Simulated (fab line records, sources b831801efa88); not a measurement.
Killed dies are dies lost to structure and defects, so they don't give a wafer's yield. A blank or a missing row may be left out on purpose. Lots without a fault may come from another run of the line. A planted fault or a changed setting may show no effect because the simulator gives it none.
fab line records | flow sky130
record lots=12 wafers=36 last_day=50
route steps=708 shown CAPM@549 METAL3@563 VIA4@641 PAD_OPEN@708
lots that met no fault: from a run of the same line without faults
start_h: hours from the record's first day to the start of the lot's first wafer shown | wait_h: hours since the lot's step before | " the same as in the row above | L1.1+2: a row that stands for several wafers | - no value, or no start given | * or withheld: withheld | < > ~ a bound
route shown NAME@n: a module of which the file shows steps, and the number in the route of the first | usual: mean/standard deviation of fault-free wafers | same: alike in all rows | chamber/n: place in a boat | sites: the reading at each site | _std_site: their standard deviation | _edge_site: outer sites' mean less inner sites' | radius_mm: how far each site lies from the wafer's centre | mask NAME#n: copy n | behind: the tool/chamber that last shaped the wafer | hold: why the lot was held/for how many hours/how that ended | device: the transistor (n, p or np) that didn't switch | end of line: the same wafers' tests at the end of the route | a step without rows: its recipe alone | killed: dies lost to structure and defects at the first sort, not the wafer's yield | map: a wafer's dies, x killed, . not, _ none there
set.NAME: the setting as run; set.NAME@STEP: as run at that earlier step | model.NAME: the simulator's own value behind a step, which no gauge read
steps of the route over a sample of lots; a table a step, a row a wafer
services: from which hour (start_h, from the record's first day; less than 0 if before it) a tool's chamber was out of use, for how many hours, and why
## steps
# step SKY_CAPM_OVL_MEAS_12
# usual CAPM_OVL=-0.9/1.3
# columns lot.wafer tool chamber start_h wait_h CAPM_OVL[nm]
L195.1 overlay-02 - 874.27 0.1 0.0
L195.3 " - " " 0.7
L195.6 " - " " -0.5
L198.1 overlay-02 - 906.25 0.1 -1.0
L198.2 " - " " -1.2
L198.5 " - " " -0.2
L201.2 overlay-01 - 926.51 0.1 -4.9
L201.3 " - " " -3.0
L201.4 " - " " -2.4
L206.1 overlay-01 - 963.65 0.1 -0.7
L206.3 " - " " -1.4
L206.6 " - " " 0.8
L207.3 overlay-02 - 975.46 0.1 -1.4
L207.4 " - " " -2.0
L207.6 " - " " -2.1
L211.1 overlay-01 - 995.30 0.1 -2.3
L211.2 " - " " -2.9
L211.3 " - " " -2.5
L210.3 overlay-01 - 997.98 0.1 -2.0
L210.4 " - " " -0.4
L210.5 " - " " 0.3
L212.3 overlay-01 - 1000.73 0.1 -1.5
L212.5 " - " " -0.9
L212.6 " - " " -1.9
L216.2 overlay-02 - 1024.99 0.1 0.0
L216.4 " - " " -0.4
L216.5 " - " " -0.1
L215.1 overlay-02 - 1028.79 0.1 -1.8
L215.4 " - " " -0.6
L215.5 " - " " 0.1
L218.3 overlay-01 - 1035.46 0.1 -0.2
L218.4 " - " " -0.6
L218.6 " - " " -1.0
L217.1 overlay-02 - 1036.02 0.1 -4.0
L217.5 " - " " -3.4
L217.6 " - " " -2.3
# step SKY_METAL3_CD_MEAS_13
# recipe target_cd_nm=300
# usual cd_nm=300.4/1.5
# columns lot.wafer tool chamber start_h wait_h cd_nm
L195.1 cd_sem-01 - 900.33 - 301.6
L195.3 " - " " 301.4
L195.6 " - " " 300.7
L198.1 cd_sem-01 - 931.18 - 300.7
L198.2 " - " " 301.4
L198.5 " - " " 300.1
L201.2 cd_sem-01 - 951.02 - 299.7
L201.3 " - " " 300.2
L201.4 " - " " 299.5
L206.1 cd_sem-01 - 985.75 - 303.2
L206.3 " - " " 301.7
L206.6 " - " " 301.4
L207.3 cd_sem-02 - 998.37 - 301.1
L207.4 " - " " 299.9
L207.6 " - " " 299.5
L211.1 cd_sem-02 - 1019.14 - 299.1
L211.2 " - " " 299.9
L211.3 " - " " 299.1
L210.3 cd_sem-01 - 1021.74 - 302.7
L210.4 " - " " 302.7
L210.5 " - " " 303.4
L212.3 cd_sem-02 - 1023.84 - 302.4
L212.5 " - " " 301.4
L212.6 " - " " 300.8
L216.2 cd_sem-01 - 1048.11 - 300.2
L216.4 " - " " 299.4
L216.5 " - " " 302.1
L215.1 cd_sem-02 - 1051.68 - 300.9
L215.4 " - " " 300.9
L215.5 " - " " 300.6
L218.3 cd_sem-01 - 1057.63 - 300.5
L218.4 " - " " 300.5
L218.6 " - " " 300.1
L217.1 cd_sem-02 - 1059.00 - 297.8
L217.5 " - " " 298.4
L217.6 " - " " 298.9
# step SKY_METAL3_ETCH_16
# recipe chemistry=N2/H2 target=BARC ion_energy_ev=200 bias_w=100 pressure_mtorr=30 n2_flow_sccm=100 h2_flow_sccm=200 icp_w=500 stop_on=SiO2 time_s=88.2 target_depth_a=600
# usual drypump_motor_current_A=5.8/0.43 oes_product_au=0.626/0.0049 throttle_valve_pct=13.205/0.0094
# columns lot.wafer tool chamber start_h wait_h drypump_motor_current_A oes_product_au rf_hours_counter_h throttle_valve_pct
L195.1 rie_metal-02 0 900.52 0.0 5.5 0.621 14 13.210
L195.3 " 1 " " 6.3 0.628 - 13.196
L195.6 " 1 " " 6.3 0.626 - 13.214
L198.1 rie_metal-03 1 931.37 0.0 5.4 0.633 0 13.190
L198.2 " 0 " " 6.3 0.634 16 13.202
L198.5 " 1 " " 5.4 0.628 - 13.213
L201.2 rie_metal-01 0 951.19 0.0 6.2 0.630 11 13.204
L201.3 " 1 " " 5.4 0.613 - 13.216
L201.4 " 0 " " 6.2 0.633 - 13.215
L206.1 rie_metal-02 0 985.94 0.0 5.4 0.625 18 13.215
L206.3 " 1 " " 6.3 0.624 - 13.190
L206.6 " 0 " " 5.5 0.628 - 13.202
L207.3 rie_metal-02 1 998.62 0.1 6.3 0.625 - 13.230
L207.4 " 1 " " 6.3 0.627 - 13.212
L207.6 " 1 " " 6.3 0.612 - 13.190
L211.1 rie_metal-01 1 1019.32 0.0 5.4 0.629 11 13.201
L211.2 " 0 " " 6.2 0.624 14 13.220
L211.3 " 0 " " 6.2 0.620 - 13.206
L210.3 rie_metal-01 0 1021.92 0.0 6.2 0.628 - 13.192
L210.4 " 1 " " 5.4 0.627 - 13.208
L210.5 " 0 " " 6.2 0.628 - 13.225
L212.3 rie_metal-01 1 1024.02 0.0 5.4 0.629 - 13.203
L212.5 " 0 " " 6.2 0.622 - 13.209
L212.6 " 1 " " 5.4 0.624 - 13.200
L216.2 rie_metal-03 1 1048.27 0.0 5.5 0.626 8 13.226
L216.4 " 1 " " 5.5 0.625 - 13.204
L216.5 " 0 " " 6.3 0.621 - 13.206
L215.1 rie_metal-02 0 1051.87 0.0 5.5 0.627 3 13.203
L215.4 " 1 " " 6.3 0.629 - 13.210
L215.5 " 0 " " 5.5 0.622 - 13.207
L218.3 rie_metal-02 1 1057.81 0.0 6.3 0.619 - 13.203
L218.4 " 0 " " 5.5 0.625 - 13.211
L218.6 " 0 " " 5.5 0.628 - 13.215
L217.1 rie_metal-02 0 1059.19 0.0 5.4 0.624 4 13.209
L217.5 " 1 " " 6.3 0.628 - 13.195
L217.6 " 0 " " 5.4 0.627 - 13.215
# step SKY_VIA4_CMP_02
# recipe material=SiO2 down_force_psi=4 platen_rpm=60 pad_velocity_m_s=0.94248
# usual motor_current_A=11.5/1.3 slurry_filter_dp_kPa=13.51/0.13
# columns lot.wafer tool chamber start_h wait_h motor_current_A slurry_filter_dp_kPa
L195.3 cmp-02 3 979.72 0.1 12.4 13.71
L195.1 " 1 " " 11.2 13.62
L195.6 " 2 " " 13.2 13.67
L198.2 cmp-02 2 1008.14 0.0 13.9 13.65
L198.1 " 1 " " 11.6 13.35
L198.5 " 3 " " 12.4 13.57
L201.2 cmp-02 0 1027.38 0.0 10.1 13.57
L201.3 " 1 " " 11.5 13.62
L201.4 " 2 " " 13.9 13.61
L206.3 cmp-01 3 1058.12 0.1 11.4 13.63
L206.1 " 1 " " 9.4 13.49
L206.6 " 2 " " 10.0 13.52
L207.4 cmp-02 0 1070.59 0.0 10.4 13.51
L207.3 " 1 " " 11.4 13.82
L207.6 " 0 " " 10.3 13.59
L211.3 cmp-01 0 1088.71 0.1 12.9 13.46
L211.1 " 1 " " 9.3 13.67
L211.2 " 2 " " 10.2 13.39
L210.3 cmp-01 0 1091.38 0.0 12.3 13.54
L210.4 " 2 " " 10.6 13.22
L210.5 " 1 " " 10.1 13.47
L212.3 cmp-02 0 1093.91 0.0 10.3 13.58
L212.6 " 0 " " 10.4 13.71
L212.5 " 1 " " 11.2 13.42
L216.2 cmp-01 0 1115.44 0.1 12.2 13.52
L216.4 " 1 " " 10.0 13.52
L216.5 " 2 " " 10.2 13.40
L215.4 cmp-02 3 1120.44 0.1 12.9 13.37
L215.1 " 0 " " 10.0 13.74
L215.5 " 1 " " 10.9 13.57
L218.3 cmp-01 0 1124.39 0.0 12.8 13.53
L218.4 " 2 " " 10.4 13.28
L218.6 " 0 " " 12.8 13.65
L217.1 cmp-02 3 1126.52 0.1 12.3 13.50
L217.5 " 1 " " 11.5 13.61
L217.6 " 2 " " 13.3 13.57
# step SKY_PAD_OPEN_PROBE_99
# usual defect_limited_yield=82.4/1.9 killed_at_M0_to_M3=43/7.1 killed_at_M4_up=3.2/1.7 killed_at_contacts=24/5.6 killed_at_front_end=16/5 killed_at_other=0.4/0.68 killed_dies=86/9.3 killed_open=47/7.1 killed_short=39/5.7 sort_bin_3_pad_short=0.9/0.38 sort_bin_5_function=10.4/1.5 sort_bin_6_memory=6.3/1.3 sort_n_pass=406/9.3 sort_yield_pct=82.4/1.9
# same gross_dies=492 killed_at_back_side=0 sort_bin_4_leakage[%]=0 sort_bin_8_speed[%]=0
# columns lot.wafer tool chamber start_h wait_h defect_limited_yield[%] killed_at_M0_to_M3 killed_at_M4_up killed_at_contacts killed_at_front_end killed_at_other killed_dies killed_open killed_short sort_bin_3_pad_short[%] sort_bin_5_function[%] sort_bin_6_memory[%] sort_n_pass sort_yield_pct[%]
L201.2 prober-01 - 1116.90 0.1 83.9 41 5 19 13 1 79 45 34 0.4 9.6 6.1 413 83.9
L206.1 prober-02 - 1142.67 0.1 78.5 64 1 28 13 0 106 48 30 2.6 13.2 5.7 386 78.5
L206.3 prober-02 - 1142.77 0.2 80.5 63 3 23 7 0 96 41 31 2.0 10.0 7.5 396 80.5
L206.6 prober-02 - 1142.92 0.2 77.8 73 2 25 9 0 109 43 39 2.2 11.0 8.9 383 77.8
L207.3 prober-01 - 1154.39 0.2 79.3 78 6 8 10 0 102 37 41 2.4 12.2 6.1 390 79.3
L207.4 prober-01 - 1154.44 0.2 83.3 59 3 12 8 0 82 34 25 2.2 10.0 4.5 410 83.3
L207.6 prober-01 - 1154.54 0.2 82.1 52 5 14 17 0 88 37 30 1.6 10.2 6.1 404 82.1
# killed by level:class
L201.2 VIA3:geometric_particle:open=10 VIA1:geometric_particle:open=8 CONTACT:geometric_particle:open=7 VIA2:geometric_particle:open=6 POLY_GATE:geometric_particle:short=4 METAL1:geometric_particle:short=4 VIA1:geometric_particle:short=4 METAL4:geometric_particle:short=4
L206.1 METAL3:unspecified=28 LI_CONTACT:geometric_particle:open=13 CONTACT:geometric_particle:open=10 VIA2:geometric_particle:open=7 VIA1:geometric_particle:open=5 VIA2:geometric_particle:short=5 POLY_GATE:geometric_particle:short=4 VIA3:geometric_particle:open=4
L206.3 METAL3:unspecified=24 CONTACT:geometric_particle:open=8 VIA2:geometric_particle:open=7 VIA2:geometric_particle:short=7 LI_CONTACT:geometric_particle:open=6 CONTACT:geometric_particle:short=5 METAL1:geometric_particle:short=5 VIA1:geometric_particle:open=5
L206.6 METAL3:unspecified=27 VIA1:geometric_particle:open=9 LI_CONTACT:geometric_particle:open=8 METAL1:geometric_particle:short=7 METAL2:geometric_particle:short=6 VIA2:geometric_particle:open=6 LI_CONTACT:geometric_particle:short=5 CONTACT:geometric_particle:open=5
L207.3 METAL3:unspecified=24 VIA3:geometric_particle:open=11 METAL2:geometric_particle:short=8 VIA1:geometric_particle:open=6 METAL1:geometric_particle:short=6 VIA3:geometric_particle:short=6 POLY_GATE:geometric_particle:short=5 VIA2:geometric_particle:open=5
L207.4 METAL3:unspecified=23 VIA1:geometric_particle:open=6 CONTACT:geometric_particle:open=5 VIA2:geometric_particle:open=5 VIA3:geometric_particle:open=5 VIA1:geometric_particle:short=4 FIELD_ISO:geometric_particle:short=3 FIELD_ISO:geometric_particle:open=3
L207.6 METAL3:unspecified=21 VIA1:geometric_particle:open=9 CONTACT:geometric_particle:open=6 POLY_GATE:geometric_particle:short=5 METAL1:geometric_particle:short=4 VIA1:geometric_particle:short=4 METAL2:geometric_particle:short=4 VIA2:geometric_particle:open=4
## services
# columns tool chamber start_h hours kind
rie_metal-02 - 896.25 0.4 repair
cmp-01 - 898.04 2.2 repair
cmp-01 - 911.34 2.5 repair
cmp-01 - 913.86 4.0 pm
cmp-01 - 917.86 - consumable_replace:conditioner
cmp-01 - 917.86 - consumable_replace:pad
cmp-02 - 917.86 5.5 pm
cmp-02 - 922.72 5.8 repair
cmp-01 - 941.29 1.3 repair
rie_metal-03 0 958.58 2.8 repair
cmp-01 - 960.65 1.0 repair
cmp-02 - 960.88 1.1 repair
cmp-01 - 970.41 5.2 pm
cmp-02 - 992.23 1.6 repair
rie_metal-02 0 995.13 - clean
rie_metal-02 0 995.13 16.5 scheduled_down
rie_metal-02 0 995.13 16.5 vent_cycle
rie_metal-02 1 1020.09 14.6 repair
cmp-01 - 1055.68 0.8 repair
rie_metal-01 1 1056.34 3.7 repair
rie_metal-03 1 1079.22 8.5 repair
cmp-02 - 1088.54 4.0 pm
cmp-02 - 1092.54 - consumable_replace:conditioner
cmp-02 - 1092.54 - consumable_replace:pad
## key
first_sign step=SKY_PAD_OPEN_PROBE_99 reading=sort_bin_3_pad_short direction=up sigmas=3.5 usual=0.9 struck=2.2
effect step=SKY_PAD_OPEN_PROBE_99 reading=killed_at_M0_to_M3 direction=up sigmas=3.1 usual=43 struck=65
met_at SKY_METAL3_ETCH_16
struck_lots L206,L207
not_acting_at SKY_CAPM_OVL_MEAS_12,SKY_METAL3_CD_MEAS_13,SKY_VIA4_CMP_02
onset_between 900.52 985.94
fault kind=chamber_particle_source tool=rie_metal-02 chamber=- onset_h=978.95 steps=SKY_METAL3_ETCH_16 rate_per_visit_cm2=0.85425 end_h=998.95
